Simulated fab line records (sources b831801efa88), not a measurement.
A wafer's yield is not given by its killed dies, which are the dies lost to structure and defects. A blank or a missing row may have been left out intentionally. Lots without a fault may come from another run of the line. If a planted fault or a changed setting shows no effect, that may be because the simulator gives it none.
A struck lot beside a sound one | flow sky130 | 14 steps out of a route of 708
Sound: these wafers, L229.2, L229.5, L229.6. Struck: wafers L241.3, L241.4, L241.5. The cause is given at the end.
Order at every step that has rows: each side's tool, ch and its chambers, its first start. Under that, the readings that differ: sound wafers | struck wafers | difference of the means | sigmas: that difference in standard deviations of wafers without a fault.
alike: a reading whose means differ by less than 2 such deviations, as well as words and numbers matching on both sides. not compared: withheld readings; readings where some wafer has no value; bounds like >300 that might hide an equal value; numbers whose values overlap and for which the record gives no deviation.
A row with sigmas, a row that says differs or no value, or rows on one side alone: a step with any of these is where the two part. Non-overlapping numbers with no deviation appear without sigmas and do not part them. Lack of a reading on every wafer of one side parts them only where that side has two or more wafers.

first, 5 steps without rows for these wafers: SKY_SD_N_COAT_02 (resist thk 1140 nm); SKY_SD_N_SOFTBAKE_03 (time 60 s); SKY_SD_N_EXPOSE_04 (exposes mask NSDM, target cd 380 nm); SKY_SD_N_PEB_05; SKY_SD_N_DEVELOP_06 (develop time 60 s).
SKY_SD_N_CD_MEAS_07: target cd 380 nm.
  sound on cd sem-01, day 28 04:34; struck on cd sem-01, day 32 07:31
  alike: cd nm
SKY_SD_N_OVL_MEAS_08:
  sound on overlay-01, day 28 04:40; struck on overlay-01, day 32 07:37
  alike: SD_N_OVL
then, 2 steps without rows for these wafers: SKY_SD_N_IMPLANT_09; SKY_SD_N_IMPLANT_10.
SKY_SD_N_STRIP_11: strips in O2/N2.
  sound on plasma asher-03 ch 0,1, day 28 04:59; struck on plasma asher-01 ch 0,1, day 32 07:58
  alike: drypump motor current A, n2 flow sccm, oes product au, strip time to endpoint s
  not compared: rf hours counter h
SKY_SD_N_TW_MEAS_12:
  sound on film metro-01, day 28 05:06; struck on film metro-02, day 32 08:04
  alike: SD_N_TW
then, 1 step without rows for these wafers: SKY_SD_N_CLEAN_13 (cleans in SC1/SC2, time 150 s).
SKY_SD_N_RTA_14: time 2 s.
  sound on rtp anneal-01 ch 0, day 28 05:13; struck on rtp anneal-01 ch 0, day 32 08:10
  reading           | sound                | struck               | difference | sigmas
  ramp down c per s | 89.976 90.027 90.004 | 35.990 36.006 36.017 | -53.998    | -99 or more
  alike: anneal temp c max, lamp power pct, wafer_temp_C_max
-- the record jumps here: 17 days lie between the struck wafers' starts before and after (it left off in module SD_N and takes up again in module PAD_OPEN, whose first step shown is number 708 of the route) --
SKY_PAD_OPEN_PROBE_99:
  sound on prober-02, day 45 20:24; struck on prober-02, day 48 21:11
  reading                              | sound             | struck            | difference | sigmas
  killed short                         | 41 38 48          | 35 25 32          | -12        | -2
  model.etest.res xhigh po.line ohm um | 5570 5562 5681    | 5013 5287 5146    | -456       |
  model.etest.res xhigh po.rs ohm sq   | 1928 1917 1983    | 1776 1831 1784    | -146       |
  model.etest.res pdiff.line ohm um    | 1392 1357 1373    | 1335 1304 1266    | -72        |
  model.etest.licon pdiff.rc ohm       | 582.9 579.4 553.8 | 618.9 629.6 626.8 | +53.1      |
  model.etest.licon high po.rc ohm     | 344.9 347.7 330.9 | 312.8 328.2 325.1 | -19.1      |
  model.etest.res high po.rs ohm sq    | 257 257.4 263.2   | 246 251.8 249.2   | -10        |
  model.etest.pfet_01v8.drive ua um    | 191.1 190.6 194.1 | 197.4 203.7 205.1 | +10.1      |
  alike: killed_at_M0_to_M3, killed_at_M4_up, killed at contacts, killed at front end, killed at other, killed dies, killed open
  not compared: model.etest.res high po.line ohm um

WHERE THEY PART
Earliest at SKY_SD_N_RTA_14; latest, in this record, at SKY_PAD_OPEN_PROBE_99.

WHY: what had been put in by the simulator
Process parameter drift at SKY_SD_N_RTA_14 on rtp anneal-01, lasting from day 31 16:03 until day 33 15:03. Setting ramp down c per s shifted by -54 from 90. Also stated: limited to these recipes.
